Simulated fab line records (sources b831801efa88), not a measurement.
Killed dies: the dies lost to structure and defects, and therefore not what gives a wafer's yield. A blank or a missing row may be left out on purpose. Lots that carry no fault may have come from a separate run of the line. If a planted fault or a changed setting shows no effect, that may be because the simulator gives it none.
The same fault as seen by 2 desks | flow sky130 | every desk sees just its own numbers, and what lay behind them comes last

== FROM THE METROLOGY DESK ==
What the gauges read for every lot (on any tool): the sampled wafers with a number, averaged. A lot is out of limits, marked OUT, if its mean lies more than 4 standard deviations from the usual mean; the brackets give that distance.
Columns: A = GATE_OXIDE_TW at SKY_GATE_OXIDE_TW_MEAS_14, usual 222.8; B = POLY_GATE_TW at SKY_RES_PROTECT_TW_MEAS_08, usual 4013; C = POLY_GATE_CVD_03_THK at SKY_POLY_GATE_THK_MEAS_04, usual 75.0 nm; D = LDD_N_TW at SKY_LDD_N_TW_MEAS_17, usual 2594
lot  | first seen here | A     | B    | C    | D
L340 | day 13 21:37    | 222.4 | 4012 | 74.2 | 2565
L342 | day 15 23:14    | 224.9 | 4003 | 75.4 | 2594
L343 | day 16 03:00    | 225.3 | 4020 | 75.1 | 2532
L345 | day 16 04:14    | 222.2 | 4019 | 75.8 | 2597
L344 | day 16 04:33    | 222.5 | 4016 | 74.8 | 2540
L347 | day 16 11:32    | 225.9 | 3996 | 75.2 | 2531
L348 | day 16 15:18    | 222.1 | 4010 | 74.9 | 2612
L350 | day 17 16:20    | 222.8 | 3987 | 75.3 | 2636
L359 | day 20 22:59    | 222.0 | 3971 | 75.4 | 2784 (+5.8) OUT
L358 | day 20 23:49    | 221.4 | 3944 | 75.7 | 2881 (+8.7) OUT
L360 | day 21 02:19    | 225.9 | 3981 | 74.4 | 2595
L362 | day 21 18:35    | 225.4 | 3968 | 74.5 | 2545
This desk's finding: out of limits on L358, L359; first on L359, day 25 00:32 (LDD_N_TW at SKY_LDD_N_TW_MEAS_17). Within limits: L340, L342, L343, L345, L344, L347, L348, L350, L360, L362.

== THE TOOL OWNER'S DESK: implanter-04 ==
The tool's own readings at SKY_LDD_N_IMPLANT_10, given as means over the sampled wafers that have a number, one for each lot that went through this tool. A lot is out of limits, marked OUT, if its mean lies more than 4 standard deviations from the usual mean; the brackets give that distance.
Columns: A = beamOnS at SKY_LDD_N_IMPLANT_10, usual 10.00 s; B = doseIonsCm2 at SKY_LDD_N_IMPLANT_10, usual 7.5e+13
lot  | first seen here | A                       | B
L343 | day 20 04:34    | 9.91                    | 7.5e+13
L344 | day 20 07:56    | 10.16                   | 7.5e+13
L348 | day 20 22:40    | 9.99                    | 7.5e+13
L350 | day 21 18:16    | 10.18                   | 7.5e+13
L359 | day 24 23:32    | 36.06 (+99 or more) OUT | 2.8e+14 (+99 or more) OUT
L358 | day 25 01:13    | 36.63 (+99 or more) OUT | 2.8e+14 (+99 or more) OUT
This desk's verdict: out of limits on L358, L359, starting with L359 at day 24 23:32 (beamOnS at SKY_LDD_N_IMPLANT_10). Within limits: L343, L344, L348, L350.

== ALL TOGETHER ==
The tool owner's desk could have raised an alarm at day 24 23:32, on L358, L359.
On L358, L359, the metrology desk was in a position to raise an alarm at day 25 00:32.
The lots listed all ran SKY_LDD_N_IMPLANT_10 on implanter-04.

== WHAT THE SIMULATOR HAD PUT IN ==
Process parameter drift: implanter-04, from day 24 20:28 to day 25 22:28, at SKY_LDD_N_IMPLANT_10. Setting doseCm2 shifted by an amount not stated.
Struck lots among those shown: L358, L359.
Delay (hours) between the fault's onset and each desk's first out-of-limits reading: 3 at the tool owner's desk, 4 at the metrology desk.
